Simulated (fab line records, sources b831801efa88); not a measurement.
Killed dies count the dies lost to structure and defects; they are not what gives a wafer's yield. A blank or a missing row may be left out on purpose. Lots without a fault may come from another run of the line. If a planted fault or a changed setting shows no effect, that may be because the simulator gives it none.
Chamber matching	flow sky130	cmp-01 running SKY_LI_CONTACT_CMP_24: 4 sister chambers
The step polishes, stops on PSG, t overpolish 20 s, target thk 0 nm. 4 wafers are shown with their chamber, then 8 later ones without.

## WAFERS PAIRED WITH THEIR CHAMBERS
wafer	chamber	motor-current-A (A)
L700.6	0	10.4
L706.5	1	13.6
L706.6	2	9.5
L707.1	3	10.7

## WAFERS WITH NO CHAMBER GIVEN
wafer	motor-current-A (A)
L707.2	10.5
L707.5	13.0
L708.1	10.7
L708.3	14.0
L708.4	11.0
L710.2	9.7
L710.3	13.2
L710.5	9.8

## CHAMBER TAKEN BY EACH
wafer	from the rows above	in truth
L707.2	can't be placed: 0 or 3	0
L707.5	1	1
L708.1	can't be placed: 3 or 0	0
L708.3	1	1
L708.4	can't be placed: 3 or 0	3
L710.2	can't be placed: 2 or 0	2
L710.3	1	1
L710.5	can't be placed: 2 or 0 or 3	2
Placed correctly: 3 of 8. Cannot be placed on the basis of these rows: 5; the candidates contain the true chamber in 5. 0 placed wrongly.
How it was worked out, from the rows above alone: a wafer's distance from a chamber is the root of the sum, over the readings, of the square of ((its reading less the chamber's mean) divided by the reading's scatter). The wafer belongs to the nearest chamber; if the next one is less than 2 further off, it can't be placed. The mean given for a chamber averages the wafers shown for that chamber. The scatter (one wafer shown for each chamber): square how far every hidden wafer sits from the nearest shown wafer, average those squares and take the square root.
